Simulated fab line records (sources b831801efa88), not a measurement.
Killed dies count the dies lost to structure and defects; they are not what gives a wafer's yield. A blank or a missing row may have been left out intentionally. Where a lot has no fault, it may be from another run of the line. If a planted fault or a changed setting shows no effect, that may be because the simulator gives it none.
One fault seen from 2 desks | flow sky130 | each desk holds nothing but its own numbers, with what lay behind them at the end

## METROLOGY DESK
What the gauges read, lot by lot, whatever tool the lot ran on: means of the sampled wafers that have a number. If a lot's mean is further than 4 standard deviations from the usual mean, the lot is out of limits and carries the mark OUT (the distance appears in the brackets).
Columns: A = cd_nm at SKY_FIELD_ISO_CD_MEAS_13, usual 149.8 nm; B = FIELD_ISO_OXIDATION_01_THK at SKY_FIELD_ISO_THK_MEAS_23, usual 10.06 nm; C = VT_ADJUST_PCH_OVL at SKY_VT_ADJUST_PCH_OVL_MEAS_07, usual -0.2 nm
lot  | first seen here | A     | B     | C
L256 | day 2 05:32     | 147.6 | 9.94  | -0.8
L257 | day 2 10:21     | 150.6 | 10.10 | -0.8
L258 | day 2 14:49     | 150.0 | 10.08 | 0.5
L259 | day 2 21:00     | 150.4 | 9.76  | -2.1
L260 | day 3 02:29     | 152.4 | 10.02 | -0.6
L262 | day 3 14:12     | 151.4 | 10.11 | -0.3
L263 | day 3 18:43     | 148.9 | 9.61  | 0.7
L267 | day 4 13:42     | 149.4 | 9.94  | -0.8
L268 | day 4 22:14     | 149.5 | 9.95  | 0.7
L274 | day 6 03:15     | 150.7 | 10.21 | -1.6
L275 | day 6 09:34     | 149.1 | 10.44 | 0.1
L277 | day 6 19:04     | 150.6 | 10.33 | -1.0
L278 | day 6 23:20     | 149.5 | 10.22 | 1.4
Result from this desk: across the 13 lots, nothing is out of limits.

## FOR THE TOOL OWNER'S DESK: rie_diel-03
The tool's own readings at SKY_FIELD_ISO_ETCH_14 (etches BARC in N2/H2, stops on SiO2, time 45.9 s, target depth 60 nm): means of the sampled wafers that have a number, for each lot that ran on this tool. If a lot's mean is further than 4 standard deviations from the usual mean, the lot is out of limits and carries the mark OUT (the distance appears in the brackets).
Columns: A = bias_w at SKY_FIELD_ISO_ETCH_14, usual 100.05 W; B = drypump_motor_current_A at SKY_FIELD_ISO_ETCH_14, usual 6.0 A; C = oes_product_au at SKY_FIELD_ISO_ETCH_14, usual 0.856 a.u.; D = rf_fwd_power_W at SKY_FIELD_ISO_ETCH_14, usual 495.2 W; E = throttle_valve_pct at SKY_FIELD_ISO_ETCH_14, usual 13.225 %
lot  | first seen here | A      | B   | C     | D               | E
L257 | day 2 10:28     | 99.90  | 5.7 | 0.857 | 494.8           | 13.234
L260 | day 3 02:36     | 100.11 | 5.6 | 0.854 | 495.4           | 13.220
L267 | day 4 13:47     | 99.87  | 5.3 | 0.858 | 414.0 (-43) OUT | 13.226
L268 | day 4 22:21     | 100.54 | 5.5 | 0.856 | 412.2 (-44) OUT | 13.228
This desk's verdict: out of limits on L267, L268, starting with L267 at day 4 13:47 (rf_fwd_power_W at SKY_FIELD_ISO_ETCH_14). L257, L260: within limits.

## BROUGHT TOGETHER
The tool owner's desk had the chance to raise an alarm at day 4 13:47 on L267, L268.
From the metrology desk's view, nothing was out of limits.
The metrology desk holds a record of L267, L268, inside its limits.
SKY_FIELD_ISO_ETCH_14 was run on rie_diel-03 by each of the lots named.

## WHAT THE SIMULATOR HAD INSERTED
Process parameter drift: rie_diel-03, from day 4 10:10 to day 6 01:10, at SKY_FIELD_ISO_ETCH_14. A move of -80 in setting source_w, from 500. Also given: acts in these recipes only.
Lots struck among those shown: L267, L268.
Hours from the fault's start to each desk's first reading out of limits: the tool owner's desk, 4.
